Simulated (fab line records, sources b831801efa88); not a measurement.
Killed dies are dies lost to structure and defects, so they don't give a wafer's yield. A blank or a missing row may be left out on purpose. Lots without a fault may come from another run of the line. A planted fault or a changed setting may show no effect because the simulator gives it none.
Which tool did it? | flow sky130 | 12 lots, 34 wafers sampled, at 5 steps of a route of 708

WHAT THE GAUGES READ, wafer by wafer
SKY_CONTACT_BOW_MEAS_05. Usual: CONTACT_BOW 82 um, standard deviation 7.6.
lot  | measured     | on            | CONTACT_BOW (um) | flag
L783 | day 31 05:02 | film_metro-02 | 87 80 84         |
L784 | day 31 11:11 | film_metro-03 | 68 79 87         |
L785 | day 31 14:41 | film_metro-02 | 83 83 77         |
L787 | day 32 08:11 | film_metro-02 | 79 80 69         |
L788 | day 32 12:55 | film_metro-03 | 91 85 75         |
L789 | day 32 17:45 | film_metro-02 | 83 83 83         |
L790 | day 32 21:58 | film_metro-02 | 70 79 72         |
L791 | day 33 05:40 | film_metro-03 | 77 70 70         |
L792 | day 33 14:31 | film_metro-01 | 84 93 93         |
L799 | day 35 21:51 | film_metro-02 | 73 84 78         |
L800 | day 36 03:37 | film_metro-03 | 88 71            |
L801 | day 36 08:59 | film_metro-03 | 86 78            |

SKY_CAP2M_THK_MEAS_04: measures by xrf. Usual: CAP2M_TIN_THK 200.3 nm, standard deviation 2.9.
lot  | measured     | on            | CAP2M_TIN_THK (nm) | flag
L783 | day 40 09:17 | film_metro-04 | 199.0 199.3 200.8  |
L784 | day 40 13:59 | film_metro-01 | 199.3 198.1 200.3  |
L785 | day 40 18:11 | film_metro-01 | 203.8 206.0 205.3  |
L787 | day 41 09:52 | film_metro-03 | 203.3 204.0 203.8  |
L788 | day 41 14:56 | film_metro-03 | 200.6 201.6 198.6  |
L789 | day 41 16:49 | film_metro-04 | 196.5 198.7 195.5  |
L790 | day 41 21:47 | film_metro-03 | 201.8 199.8 195.7  |
L791 | day 42 04:43 | film_metro-04 | 201.6 198.6 197.2  |
L792 | day 42 14:53 | film_metro-04 | 196.8 193.6 196.0  |
L799 | day 44 14:38 | film_metro-04 | 197.9 194.7 194.4  |
L800 | day 44 18:35 | film_metro-01 | 206.7 203.8        |
L801 | day 44 21:19 | film_metro-03 | 196.8 199.4        |

SKY_METAL4_CD_MEAS_13: target cd 300 nm. Usual: cd_nm 300.3 nm, standard deviation 1.5.
lot  | measured     | on        | cd_nm (nm)        | flag
L783 | day 42 09:44 | cd_sem-02 | 299.6 298.4 300.2 |
L784 | day 42 13:16 | cd_sem-01 | 298.5 299.3 299.1 |
L785 | day 42 17:37 | cd_sem-01 | 301.2 300.7 301.0 |
L787 | day 43 08:50 | cd_sem-02 | 298.7 298.3 299.1 |
L788 | day 43 14:28 | cd_sem-02 | 301.5 303.0 302.3 |
L789 | day 43 16:00 | cd_sem-01 | 301.0 302.1 299.3 |
L790 | day 43 20:08 | cd_sem-02 | 300.0 300.6 299.4 |
L791 | day 44 03:23 | cd_sem-01 | 301.8 301.8 300.9 |
L792 | day 44 13:40 | cd_sem-02 | 302.5 301.2 302.6 |
L799 | day 46 09:11 | cd_sem-02 | 301.8 300.3 299.8 |
L800 | day 46 13:47 | cd_sem-02 | 216.4 298.0       | OFF
L801 | day 46 15:26 | cd_sem-02 | 300.5 216.1       | OFF

WHICH TOOL RAN EACH LOT (tool, then ch and the chambers of the sampled wafers, then the start)
lot  | SKY_METAL2_ETCH_18                | SKY_METAL4_EXPOSE_10
L783 | rie_metal-01 ch 0,1, day 35 21:23 | krf_scanner-01 ch 0, day 41 22:14
L784 | rie_metal-01 ch 0,1, day 36 02:38 | krf_scanner-01 ch 0, day 42 01:46
L785 | rie_metal-01 ch 0,1, day 36 05:57 | krf_scanner-01 ch 0, day 42 06:47
L787 | rie_metal-03 ch 0,1, day 36 23:07 | krf_scanner-02 ch 0, day 42 20:51
L788 | rie_metal-04 ch 1, day 37 04:30   | krf_scanner-01 ch 0, day 43 03:23
L789 | rie_metal-03 ch 0,1, day 37 06:31 | krf_scanner-02 ch 0, day 43 04:31
L790 | rie_metal-01 ch 0,1, day 37 11:58 | krf_scanner-01 ch 0, day 43 09:40
L791 | rie_metal-01 ch 0,1, day 37 18:50 | krf_scanner-01 ch 0, day 43 16:11
L792 | rie_metal-04 ch 0,1, day 38 05:01 | krf_scanner-02 ch 0, day 44 02:03
L799 | rie_metal-03 ch 0,1, day 40 09:09 | krf_scanner-02 ch 0, day 45 22:37
L800 | rie_metal-04 ch 0,1, day 40 13:23 | krf_scanner-01 ch 0, day 46 03:40
L801 | rie_metal-01 ch 0,1, day 40 18:04 | krf_scanner-01 ch 0, day 46 05:50
- SKY_METAL2_ETCH_18: etches BARC in N2/H2, stops on SiO2, time 45.9 s, target depth 60 nm.
- SKY_METAL4_EXPOSE_10: exposes mask MM4, target cd 300 nm.

WHAT THE TOOLS THEMSELVES READ (means of the sampled wafers that have a number; where no wafer has one, the mark that the record gives instead)
SKY_METAL2_ETCH_18. Usual: drypump_motor_current_A 5.6 A, standard deviation 0.37; he_backside_leak_sccm 3.27 sccm, standard deviation 0.14; oes_product_au 0.855 a.u., standard deviation 0.0048; throttle_valve_pct 13.225 %, standard deviation 0.009.
lot  | tool         | drypump_motor_current_A (A) | he_backside_leak_sccm (sccm) | oes_product_au (a.u.) | throttle_valve_pct (%) | flag
L783 | rie_metal-01 | 5.5                         | 3.30                         | 0.853                 | 13.221                 |
L784 | rie_metal-01 | 5.5                         | 3.40                         | 0.853                 | 13.229                 |
L785 | rie_metal-01 | 5.5                         | 3.37                         | 0.855                 | 13.220                 |
L787 | rie_metal-03 | 5.7                         | 3.13                         | 0.853                 | 13.227                 |
L788 | rie_metal-04 | 5.7                         | 3.37                         | 0.858                 | 13.228                 |
L789 | rie_metal-03 | 5.4                         | 3.10                         | 0.859                 | 13.220                 |
L790 | rie_metal-01 | 5.5                         | 3.38                         | 0.855                 | 13.226                 |
L791 | rie_metal-01 | 5.5                         | 3.35                         | 0.849                 | 13.227                 |
L792 | rie_metal-04 | 5.7                         | 3.42                         | 0.849                 | 13.229                 |
L799 | rie_metal-03 | 5.4                         | 3.08                         | 0.854                 | 13.218                 |
L800 | rie_metal-04 | 5.7                         | 3.33                         | 0.853                 | 13.226                 |
L801 | rie_metal-01 | 5.5                         | 3.45                         | 0.855                 | 13.227                 |

SKY_METAL4_EXPOSE_10. Usual: stage_vel_mm_s 499.94 mm/s, standard deviation 0.27.
lot  | tool           | stage_vel_mm_s (mm/s) | flag
L783 | krf_scanner-01 | 500.06                |
L784 | krf_scanner-01 | 500.04                |
L785 | krf_scanner-01 | 500.04                |
L787 | krf_scanner-02 | 499.93                |
L788 | krf_scanner-01 | 499.52                |
L789 | krf_scanner-02 | 500.07                |
L790 | krf_scanner-01 | 499.82                |
L791 | krf_scanner-01 | 499.52                |
L792 | krf_scanner-02 | 499.96                |
L799 | krf_scanner-02 | 500.27                |
L800 | krf_scanner-01 | 500.03                |
L801 | krf_scanner-01 | 500.15                |

THE ANSWER, worked out from the rows above alone
Rule: a lot is off if the mean of its wafers that have a number lies more than 3 standard deviations from the usual mean. A lot without any number at a reading at which 4 lots or more have one is off too. The other lots that the step has rows for count as sound. The gauges are gone through in route order, then the tools' own readings, and for those a lot's mean is taken as printed above. The first step at which some lot is off is used, and at that step the reading that is off furthest; a lot without a number counts as furthest.
Off: L800, L801, at SKY_METAL4_CD_MEAS_13 (cd_nm).
A tool fits if, at a process step before that reading, it ran every lot that is off, and no sound lot after the first of them. The gauges at SKY_METAL4_CD_MEAS_13 are tried like those tools. Can't be told from this: 2 tools fit, krf_scanner-01 at SKY_METAL4_EXPOSE_10, cd_sem-02 at SKY_METAL4_CD_MEAS_13.

WHAT THE SIMULATOR HAD PUT IN
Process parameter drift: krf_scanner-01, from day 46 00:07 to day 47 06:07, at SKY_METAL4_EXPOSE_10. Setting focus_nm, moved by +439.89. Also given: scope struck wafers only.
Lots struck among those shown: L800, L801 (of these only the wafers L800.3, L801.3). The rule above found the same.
